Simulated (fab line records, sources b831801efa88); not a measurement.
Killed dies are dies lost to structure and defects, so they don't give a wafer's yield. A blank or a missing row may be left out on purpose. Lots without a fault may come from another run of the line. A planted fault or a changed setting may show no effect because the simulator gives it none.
Split-lot experiment | flow sfq_line | 5 lots, 23 wafers read, on a route of 325 steps

THE SPLIT
At SFQ_TRILAYER_I2_VIA_LITHO_COAT_072 (resist thk 62 nm), the setting spin_rpm was moved away from the recipe's 3000 rpm on 4 of the 23 wafers read, by -3.1% to -2.6%. The other wafers ran this setting at the recipe's value.

The reading is taken at the split's own step.

THE READING
BARC_of_TRILAYER_I2_VIA_LITHO_COAT_072.thk_nm (the simulator's own value, which no gauge read), in nm, at SFQ_TRILAYER_I2_VIA_LITHO_COAT_072 (resist thk 62 nm). The file gives no usual value for it. The 19 wafers here that ran the recipe average 61.96 nm, standard deviation 0.11 nm.

wafer  | tool, chamber at the split | spin_rpm as run, rpm | against the recipe | BARC_of_TRILAYER_I2_VIA_LITHO_COAT_072.thk_nm, nm | against lot-mates on the recipe
L075.1 | litho_track-03, 0          | 2908                 | -3.1%              | 62.89                                             | +1.10
L075.2 | litho_track-03, 0          | 3000                 | recipe             | 61.72                                             | -
L075.3 | litho_track-03, 0          | 3000                 | recipe             | 61.86                                             | -
L075.4 | litho_track-03, 0          | 3000                 | recipe             | 61.78                                             | -
L075.5 | litho_track-03, 0          | 2908                 | -3.1%              | 62.98                                             | +1.19
L076.1 | litho_track-03, 0          | 3000                 | recipe             | 61.91                                             | -
L076.2 | litho_track-03, 0          | 2923                 | -2.6%              | 62.6                                              | +0.71
L076.3 | litho_track-03, 0          | 2923                 | -2.6%              | 62.85                                             | +0.96
L076.4 | litho_track-03, 0          | 3000                 | recipe             | 62                                                | -
L076.5 | litho_track-03, 0          | 3000                 | recipe             | 61.75                                             | -
L079.1 | litho_track-01, 0          | 3000                 | recipe             | 62.05                                             | -
L079.3 | litho_track-01, 0          | 3000                 | recipe             | 61.98                                             | -
L079.4 | litho_track-01, 0          | 3000                 | recipe             | 62.02                                             | -
L079.5 | litho_track-01, 0          | 3000                 | recipe             | 62.12                                             | -
L079.6 | litho_track-01, 0          | 3000                 | recipe             | 62.09                                             | -
L082.1 | litho_track-03, 0          | 3000                 | recipe             | 61.94                                             | -
L082.2 | litho_track-03, 0          | 3000                 | recipe             | 62.05                                             | -
L082.4 | litho_track-03, 0          | 3000                 | recipe             | 62.04                                             | -
L085.1 | litho_track-01, 0          | 3000                 | recipe             | 61.93                                             | -
L085.2 | litho_track-01, 0          | 3000                 | recipe             | 62.02                                             | -
L085.3 | litho_track-01, 0          | 3000                 | recipe             | 62.07                                             | -
L085.4 | litho_track-01, 0          | 3000                 | recipe             | 61.92                                             | -
L085.6 | litho_track-01, 0          | 3000                 | recipe             | 62.05                                             | -

THE FIT
A straight line over all 23 wafers: BARC_of_TRILAYER_I2_VIA_LITHO_COAT_072.thk_nm changes by -0.309 nm for each +1% of spin_rpm; r = -0.95; the points scatter about the line by 0.12 nm.
The same after taking each lot's own level away (the mean of its wafers on the recipe; 23 wafers): -0.355 nm for each +1%; r = -0.98; scatter 0.08 nm.
On that fit, the largest move of spin_rpm shifts the reading by 1.1 nm.
The lots' own levels span 61.787 to 62.052 nm, that is 2.3 times the standard deviation above.
So the lot-to-lot level changes the slope: the two fits differ.
Check: with one of the wafers moved furthest among these (-3.1%) left out of the fit, the line predicts +1.08 nm for it against its lot-mates. It came out at +1.1 nm against them.

OTHER SPLITS ON THESE WAFERS
These wafers also went through other splits before the reading. Each is held against what the fit with the lots' levels taken away leaves over:
other split on the same wafers                    | wafers away from the commonest value | r with BARC_of_TRILAYER_I2_VIA_LITHO_COAT_072.thk_nm (lot level and that fit taken away)
SFQ_TRILAYER_I1_VIA_BARC_OPEN_VIA_ETCH_071 time_s | 5                                    | +0.29
SFQ_TRILAYER_M2_LITHO_COAT_057 resist_thk_nm      | 11                                   | +0.03
SFQ_TRILAYER_M2_BARC_OPEN_METAL_ETCH_077 bias_w   | 8                                    | -0.22

THE FILE'S OWN FIT
BARC_of_TRILAYER_I2_VIA_LITHO_COAT_072.thk_nm changes by -0.354 nm for each +1% of spin_rpm, r = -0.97.
